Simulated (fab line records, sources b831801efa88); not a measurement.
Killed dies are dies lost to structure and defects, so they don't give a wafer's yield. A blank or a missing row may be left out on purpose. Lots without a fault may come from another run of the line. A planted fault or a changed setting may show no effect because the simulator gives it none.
Problem report in the 8D (eight disciplines) form, filled by code | flow gf180mcu | the parts of the form that need people (team, actions taken, sign-off) are left out

1. THE PROBLEM
STI_CVD_23_THK at GF_STI_THK_MEAS_24 reads a mean of 558 nm on 2 wafers of 2 lots; wafers without a fault read 650 nm with a standard deviation of 6. That is -15 standard deviations from the usual mean.
First seen on wafer L260.2, day 4 10:17, on film_metro-01. The record holds 31 wafers of 11 lots with a number at this step. Rule for "out", or "out of limits": more than 4 standard deviations from the usual mean. The other wafers with a number count as sound.

2. WHAT IT IS AND WHAT IT IS NOT
question                    | is                           | is not
which readings at this step | STI_CVD_23_THK               | -
which lots                  | L260, L261                   | L250, L251, L252, L262, L263, L264, L265, L271, L273
which wafers of those lots  | L260.2, L261.5               | L261.4, L261.6
read on which gauges        | film_metro-01, film_metro-04 | film_metro-02
when                        | from day 4 10:17             | up to then (9 sound wafers); but 20 sound wafers of L261, L262, L263, L264, L265, L271, L273 came after

3. SUSPECTS, AND WHAT RULES EACH OUT
Counting: a tool at a process step up to the reading stays a suspect if it ran every lot that is out. Sound lots after the first of them don't rule it out here, since some wafers of a struck lot are sound.
- the gauge at GF_STI_THK_MEAS_24: ruled out. The wafers that are out were read on 2 gauges (film_metro-01, film_metro-04).
- hdpcvd-02 at GF_STI_CVD_23 (deposits SiO2, target thk 650 nm, time 108.3 s): kept. It ran every lot that is out, first L260 (day 4 10:12); its last sound lot up to then is L252 (day 2 14:46).
Left after counting: hdpcvd-02 at GF_STI_CVD_23.

4. THE CAUSE (what the simulator had put in)
Process parameter drift: hdpcvd-02, from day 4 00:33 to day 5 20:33, at GF_STI_CVD_23. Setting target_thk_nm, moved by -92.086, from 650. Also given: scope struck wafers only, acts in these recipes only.
Counting left only this tool.

5. THE CHAIN OF EFFECTS, in route order
Each row: a reading whose mean over the struck wafers that have a number lies more than 3 standard deviations from the usual. Only readings for which the record gives a usual standard deviation are gone through. hours: the time from each lot's start at the first step in this table that gives one to its start at this step, as a median over the lots. sigmas: the change in usual standard deviations.
hours | step               | reading            | usual  | on struck wafers | change | sigmas
0     | GF_STI_THK_MEAS_24 | STI_CVD_23_THK     | 650 nm | 558              | -92    | -15
4     | GF_STI_CMP_25      | time_to_endpoint_s | 122 s  | 105              | -17    | -3.8
The process steps in it:
- GF_STI_CMP_25: polishes, stops on Si3N4, t overpolish 33 s, target thk 524.6 nm.
Later measuring or inspecting steps at which every struck wafer that the step has a row for has a number for every such reading, and none has moved that far: GF_VT_IMPLANT_TW_MEAS_32.

6. WHAT WOULD HAVE CAUGHT IT SOONER
In this record the first reading out of limits at a measuring or inspecting step was taken at day 4 10:17, 10 hours after the fault began at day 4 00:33.
Of the lots that are out (2), L261 began GF_STI_CVD_23 on hdpcvd-02 after day 4 10:17. A hold on the tool at that time would have spared it.
